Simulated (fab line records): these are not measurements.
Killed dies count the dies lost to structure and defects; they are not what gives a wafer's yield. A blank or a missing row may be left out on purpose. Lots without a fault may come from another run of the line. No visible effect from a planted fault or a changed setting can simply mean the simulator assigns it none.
Split-lot experiment	flow sky130	23 wafers read across 5 lots, on a route 708 steps long

ON THE SPLIT
At SKY_SONOS_ONO_COAT_08 (resist thk 1140 nm), the setting resistThkNm was moved away from the recipe's 1140 nm on 7 of the 23 wafers read, by +5.4% to +5.9%. The other wafers ran this setting at the recipe's value.

FROM THE SPLIT TO THE READING: what the file shows between them, 4 steps
- SKY_SONOS_ONO_SOFTBAKE_09: time 60 s
- SKY_SONOS_ONO_EXPOSE_10: exposes mask ONOM, target cd 410 nm
- SKY_SONOS_ONO_PEB_11
- SKY_SONOS_ONO_DEVELOP_12: develop time 60 s

THE READING
Shown in nm: cdNm at SKY_SONOS_ONO_CD_MEAS_13, with target cd 410 nm. Typical for fault-free wafers on this fab line: 410.2 nm, with standard deviation 1.6 nm.

wafer	tool, chamber at the split	resistThkNm as run, nm	against the recipe	cdNm, nm	against lot-mates on the recipe
L074.1	lithoTrack-04, 0	1140	recipe	410.4	-
L074.2	lithoTrack-04, 0	1140	recipe	411.0	-
L074.3	lithoTrack-04, 0	1140	recipe	408.3	-
L074.4	lithoTrack-04, 0	1202	+5.4%	415.0	+5.1
L074.5	lithoTrack-04, 0	1202	+5.4%	416.7	+6.8
L075.1	lithoTrack-01, 0	1140	recipe	408.7	-
L075.2	lithoTrack-01, 0	1140	recipe	407.5	-
L075.3	lithoTrack-01, 0	1140	recipe	409.3	-
L075.4	lithoTrack-01, 0	1140	recipe	409.0	-
L075.5	lithoTrack-01, 0	1140	recipe	409.9	-
L077.1	lithoTrack-01, 0	1207	+5.9%	414.3	+3.9
L077.2	lithoTrack-01, 0	1140	recipe	411.2	-
L077.3	lithoTrack-01, 0	1140	recipe	409.6	-
L077.5	lithoTrack-01, 0	1207	+5.9%	417.6	+7.2
L077.6	lithoTrack-01, 0	1207	+5.9%	417.1	+6.7
L078.3	lithoTrack-02, 0	1140	recipe	409.9	-
L078.4	lithoTrack-02, 0	1140	recipe	411.7	-
L078.5	lithoTrack-02, 0	1140	recipe	410.7	-
L080.1	lithoTrack-04, 0	1140	recipe	413.9	-
L080.2	lithoTrack-04, 0	1206	+5.8%	417.8	+4.7
L080.3	lithoTrack-04, 0	1206	+5.8%	421.2	+8.1
L080.4	lithoTrack-04, 0	1140	recipe	413.2	-
L080.5	lithoTrack-04, 0	1140	recipe	412.2	-

THE FIT
A straight line over all 23 wafers: cdNm changes by +1.17 nm for each +1% of resistThkNm; r = +0.86; the points scatter about the line by 1.9 nm.
The same after taking each lot's own level away (the mean of its wafers on the recipe; 23 wafers): +1.06 nm for each +1%; r = +0.94; scatter 1.1 nm.
According to that fit, moving resistThkNm by its largest amount changes the reading by 6.2 nm.
The span of the lots' own levels, 408.88 to 413.10 nm, comes to 2.6 times the standard deviation stated above.
In other words, the slope is changed by the lot-to-lot level; the two fits disagree.
Check: +6.64 nm against its lot-mates is what the line predicts for one of the wafers moved furthest among these (+5.9%) when that wafer is left out of the fit. Against them it came out at +3.9 nm.

OTHER SPLITS APPLIED TO THESE WAFERS
Other splits were also applied to these wafers ahead of the reading. Each is held against what the fit with the lots' levels taken away leaves over:
other split on the same wafers	wafers away from the commonest value	r with cdNm (lot level and that fit taken away)
SKY_VT_ADJUST_LVTN_SOFTBAKE_03 tempC	10	+0.12
SKY_VT_ADJUST_LVTN_IMPLANT_08 energyKev	9	-0.22
SKY_VT_ADJUST_NCORE_DEVELOP_06 devTempC	7	-0.07
SKY_VT_ADJUST_HVTR_COAT_02 spinRpm	11	-0.24
SKY_VT_ADJUST_PCH_IMPLANT_08 energyKev	8	+0.07
SKY_SONOS_TUNNEL_DEVELOP_06 developTimeS	5	+0.19
SKY_SONOS_ONO_CVD_04 tempC	10	-0.02

THE WHOLE CHAIN: every reading that the file lists as answering this split, in the file's order
step	what it does	reading	change (the file's fit)	r (the file's)
SKY_SONOS_ONO_COAT_08	resist thk 1140 nm	NOVOLAK_of_SONOS_ONO_COAT_08.thkNm (the simulator's own value, which no gauge read)	+11.6 nm for each +1% of the setting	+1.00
SKY_SONOS_ONO_CD_MEAS_13	target cd 410 nm	cdNm	+1.07 nm for each +1% of the setting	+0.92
SKY_SONOS_ONO_ETCH_15	etches the open film in CHF3/O2, target depth 19.52 nm, time 7.8 s	SONOS_ONO.cdNm (the simulator's own value, which no gauge read)	+1.05 nm for each +1% of the setting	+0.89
SKY_SONOS_ONO_STRIP_17	strips in O2/N2	stripTimeToEndpointS	withheld for each +1% of the setting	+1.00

THE FILE'S OWN FIT
cdNm changes by +1.07 nm for each +1% of resistThkNm, r = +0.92.
